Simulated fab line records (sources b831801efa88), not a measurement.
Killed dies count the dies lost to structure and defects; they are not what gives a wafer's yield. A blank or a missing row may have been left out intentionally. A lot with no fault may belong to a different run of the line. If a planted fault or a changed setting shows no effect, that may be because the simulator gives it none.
Matching of chambers ; flow gf180mcu ; 4 sister chambers for GF_POLY_GATE_ETCH_13 on rie_si-02
The step etches poly-Si in HBr/Cl2, stops on SiO2, target depth 198.5 nm, time 69.6 s. 17 wafers are shown with their chamber, then 8 later ones without.

== WAFERS PAIRED WITH THEIR CHAMBERS ==
wafer;chamber;drypump_motor_current_A (A);run_length_s (s);oes_product_au (a.u.)
L718.2;1;6.1;98.0;0.990
L718.3;0;6.1;97.0;0.989
L718.6;2;5.2;97.9;0.987
L721.1;2;5.2;97.7;0.994
L721.2;3;5.3;97.4;0.979
L721.3;0;6.0;97.1;0.987
L723.1;0;6.1;97.5;0.988
L723.3;2;5.2;97.9;0.986
L723.6;1;6.1;98.5;0.982
L724.1;3;5.3;97.2;0.982
L724.2;1;6.1;98.3;0.987
L724.6;3;5.3;97.0;0.986
L725.3;1;6.1;98.7;1.006
L725.4;2;5.2;97.9;0.994
L725.5;3;5.3;97.5;0.994
L726.1;1;6.1;98.1;0.998
L726.2;3;5.3;97.0;0.987

SIGNATURES, as means of the wafers listed above
reading;chamber 0;chamber 1;chamber 2;chamber 3;scatter within a chamber
drypump_motor_current_A;6.067;6.100;5.200;5.300;0.0226
run_length_s;97.200;98.320;97.850;97.220;0.233
oes_product_au;0.98800;0.99260;0.99025;0.98560;0.00649
Rule: distance of a wafer from a chamber = root of the sum over the readings of ((wafer's reading minus chamber's mean) / reading's scatter) squared. The wafer belongs to the nearest chamber; if the next one is less than 2 further off, it can't be placed. The scatter is the square root of a quotient: the sum, over the shown wafers, of each reading's squared deviation from its chamber's mean, divided by wafers minus chambers.

== WAFERS MISSING THEIR CHAMBER ==
wafer;drypump_motor_current_A (A);run_length_s (s);oes_product_au (a.u.)
L726.5;5.3;97.7;0.991
L727.5;6.1;97.3;0.993
L739.2;5.2;98.0;0.997
L739.3;6.1;98.0;1.001
L739.5;6.1;98.3;0.991
L741.2;5.2;98.0;0.991
L741.3;5.3;97.0;0.993
L741.4;6.1;97.8;0.992

== CHAMBER TAKEN BY EACH ==
wafer;from the rows above;in truth
L726.5;3;3
L727.5;0;0
L739.2;2;2
L739.3;1;1
L739.5;1;1
L741.2;2;2
L741.3;3;3
L741.4;can't be placed: 1 or 0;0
7 of 8 placed correctly. These rows do not allow placing 1 (true chamber among the candidates in 1). Placed wrongly: 0.
